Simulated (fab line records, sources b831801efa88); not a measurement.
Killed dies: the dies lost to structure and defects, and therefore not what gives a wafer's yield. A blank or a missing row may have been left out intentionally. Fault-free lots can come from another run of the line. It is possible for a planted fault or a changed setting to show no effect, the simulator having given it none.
Which tool is to blame? / flow gf180mcu / Sampling: 6 lots, 18 wafers, 4 of 602 route steps

== WHAT EACH GAUGE READ, for each wafer ==
GF_VT_IMPLANT_RS_MEAS_49: measures by four-point-probe.
lot=L349; measured=day 8 03:17; on=filmMetro-04; MVPSD_RS (ohm/sq)=1168 1166 1167
lot=L351; measured=day 8 15:30; on=filmMetro-03; MVPSD_RS (ohm/sq)=1165 1171 1167
lot=L353; measured=day 9 09:09; on=filmMetro-04; MVPSD_RS (ohm/sq)=1172 1171 1173
lot=L355; measured=day 9 21:32; on=filmMetro-02; MVPSD_RS (ohm/sq)=1184 1184 1172
lot=L364; measured=day 12 07:55; on=filmMetro-04; MVPSD_RS (ohm/sq)=1169 1171 1171
lot=L368; measured=day 13 08:58; on=filmMetro-04; MVPSD_RS (ohm/sq)=1171 1169 1168

== TOOL THAT RAN EACH LOT (tool first, then ch and the chambers of the sampled wafers, then the start) ==
lot=L349; GF_LVPWELL_STRIP_10=plasmaAsher-03 ch 0,1, day 4 08:11; GF_MVPSD_IMPLANT_08=implanter-04 ch 0, day 5 12:22; GF_VT_IMPLANT_STRIP_09=plasmaAsher-03 ch 0,1, day 6 03:28
lot=L351; GF_LVPWELL_STRIP_10=plasmaAsher-03 ch 0,1, day 4 19:29; GF_MVPSD_IMPLANT_08=implanter-01 ch 0, day 5 23:53; GF_VT_IMPLANT_STRIP_09=plasmaAsher-04 ch 0,1, day 6 14:32
lot=L353; GF_LVPWELL_STRIP_10=plasmaAsher-04 ch 0,1, day 5 09:44; GF_MVPSD_IMPLANT_08=implanter-03 ch 0, day 6 15:59; GF_VT_IMPLANT_STRIP_09=plasmaAsher-04 ch 0,1, day 7 07:14
lot=L355; GF_LVPWELL_STRIP_10=plasmaAsher-03 ch 0,1, day 5 19:07; GF_MVPSD_IMPLANT_08=implanter-04 ch 0, day 7 02:11; GF_VT_IMPLANT_STRIP_09=plasmaAsher-04 ch 0,1, day 7 17:58
lot=L364; GF_LVPWELL_STRIP_10=plasmaAsher-04 ch 0,1, day 7 20:47; GF_MVPSD_IMPLANT_08=implanter-01 ch 0, day 9 06:32; GF_VT_IMPLANT_STRIP_09=plasmaAsher-04 ch 0,1, day 10 00:40
lot=L368; GF_LVPWELL_STRIP_10=plasmaAsher-03 ch 0,1, day 8 18:41; GF_MVPSD_IMPLANT_08=implanter-01 ch 0, day 10 05:29; GF_VT_IMPLANT_STRIP_09=plasmaAsher-04 ch 0,1, day 10 23:59
- GF_LVPWELL_STRIP_10: strips in O2/N2.
- GF_MVPSD_IMPLANT_08
- GF_VT_IMPLANT_STRIP_09: strips in O2/N2.

== THE ANSWER, worked out from the rows above alone ==
Rule: the usual values come from the lots themselves. The widest of any qualifying gaps counts: lots, ordered by their means at a reading, are off when they make up no more than a third of the lots, leave a main group of 4 or more, and stand apart from it by 3 or more times the standard deviation of that group's means. The tables above print the reading to a certain number of digits; a main group whose means all agree to those digits is not used. Also off: a lot with no number at a reading for which 4 or more lots have one. The other lots that the step has rows for count as sound.
Off: at GF_VT_IMPLANT_RS_MEAS_49 (MVPSD_RS), L355. Mean 1169 ohm/sq and standard deviation 1.8 in the main group.
If a tool, at a process step before that reading, ran all the lots that are off and no sound lot after the first of them, it fits. The gauges at GF_VT_IMPLANT_RS_MEAS_49 are tried like those tools. Undecided on this evidence; 2 tools fit (implanter-04 at GF_MVPSD_IMPLANT_08, filmMetro-02 at GF_VT_IMPLANT_RS_MEAS_49).

== WHAT HAD BEEN PUT IN BY THE SIMULATOR ==
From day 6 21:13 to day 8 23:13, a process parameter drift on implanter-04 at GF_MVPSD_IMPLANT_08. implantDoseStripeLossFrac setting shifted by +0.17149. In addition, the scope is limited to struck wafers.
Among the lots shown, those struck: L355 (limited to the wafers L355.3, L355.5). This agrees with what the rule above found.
